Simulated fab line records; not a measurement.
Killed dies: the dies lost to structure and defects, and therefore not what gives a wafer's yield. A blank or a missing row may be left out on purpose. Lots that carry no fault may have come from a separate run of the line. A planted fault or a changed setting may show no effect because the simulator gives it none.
Chamber matching || flow sky130 || SKY_VIA3_CMP_24 on cmp-02: 4 sister chambers
The step polishes, stops on SiO2, t overpolish 20 s, target thk 0 nm. 8 wafers are shown with their chamber, then 12 later ones without.

WAFERS, EACH WITH ITS CHAMBER
{"wafer": "L087.3", "chamber": 1, "motorCurrentA (A)": 8.8, "timeToEndpointS (s)": 101}
{"wafer": "L087.4", "chamber": 0, "motorCurrentA (A)": 12.1, "timeToEndpointS (s)": 93}
{"wafer": "L086.1", "chamber": 0, "motorCurrentA (A)": 12.2, "timeToEndpointS (s)": 95}
{"wafer": "L086.3", "chamber": 3, "motorCurrentA (A)": 12.5, "timeToEndpointS (s)": 99}
{"wafer": "L086.4", "chamber": 1, "motorCurrentA (A)": 9.5, "timeToEndpointS (s)": 101}
{"wafer": "L090.2", "chamber": 2, "motorCurrentA (A)": 10.0, "timeToEndpointS (s)": 102}
{"wafer": "L090.5", "chamber": 2, "motorCurrentA (A)": 10.4, "timeToEndpointS (s)": 106}
{"wafer": "L090.6", "chamber": 3, "motorCurrentA (A)": 12.1, "timeToEndpointS (s)": 103}

WAFERS MISSING THEIR CHAMBER
{"wafer": "L090.1", "motorCurrentA (A)": 12.4, "timeToEndpointS (s)": 101}
{"wafer": "L090.3", "motorCurrentA (A)": 12.3, "timeToEndpointS (s)": 107}
{"wafer": "L090.4", "motorCurrentA (A)": 9.5, "timeToEndpointS (s)": 108}
{"wafer": "L092.2", "motorCurrentA (A)": 12.9, "timeToEndpointS (s)": 95}
{"wafer": "L092.3", "motorCurrentA (A)": 12.0, "timeToEndpointS (s)": 104}
{"wafer": "L092.5", "motorCurrentA (A)": 11.9, "timeToEndpointS (s)": 98}
{"wafer": "L092.1", "motorCurrentA (A)": 9.5, "timeToEndpointS (s)": 100}
{"wafer": "L092.4", "motorCurrentA (A)": 10.1, "timeToEndpointS (s)": 99}
{"wafer": "L092.6", "motorCurrentA (A)": 11.8, "timeToEndpointS (s)": 92}
{"wafer": "L091.1", "motorCurrentA (A)": 11.9, "timeToEndpointS (s)": 93}
{"wafer": "L091.5", "motorCurrentA (A)": 11.9, "timeToEndpointS (s)": 89}
{"wafer": "L091.6", "motorCurrentA (A)": 12.1, "timeToEndpointS (s)": 99}

WHICH CHAMBER EACH WENT THROUGH
{"wafer": "L090.1", "from the rows above": 3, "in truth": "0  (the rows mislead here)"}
{"wafer": "L090.3", "from the rows above": 3, "in truth": 3}
{"wafer": "L090.4", "from the rows above": "can't be placed: 2 or 1", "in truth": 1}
{"wafer": "L092.2", "from the rows above": "can't be placed: 0 or 3", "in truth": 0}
{"wafer": "L092.3", "from the rows above": 3, "in truth": 3}
{"wafer": "L092.5", "from the rows above": "can't be placed: 3 or 0", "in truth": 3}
{"wafer": "L092.1", "from the rows above": "can't be placed: 1 or 2", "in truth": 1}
{"wafer": "L092.4", "from the rows above": "can't be placed: 2 or 1", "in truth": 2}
{"wafer": "L092.6", "from the rows above": 0, "in truth": 0}
{"wafer": "L091.1", "from the rows above": 0, "in truth": 0}
{"wafer": "L091.5", "from the rows above": 0, "in truth": 0}
{"wafer": "L091.6", "from the rows above": "can't be placed: 3 or 0", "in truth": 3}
5 of 12 placed correctly. From these rows, 6 cannot be placed; in 6 the true chamber is one of the candidates. 1 placed wrongly.
How it was worked out, from the rows above alone: a wafer's distance from a chamber is the root of the sum, over the readings, of the square of ((its reading less the chamber's mean) divided by the reading's scatter). If the next closest chamber is less than 2 further off than the closest, the wafer can't be placed; otherwise it belongs to the closest. The mean given for a chamber averages the wafers shown for that chamber. The scatter: the root of (the sum of the squares of (reading less its chamber's mean) over the shown wafers, divided by (wafers less chambers)).
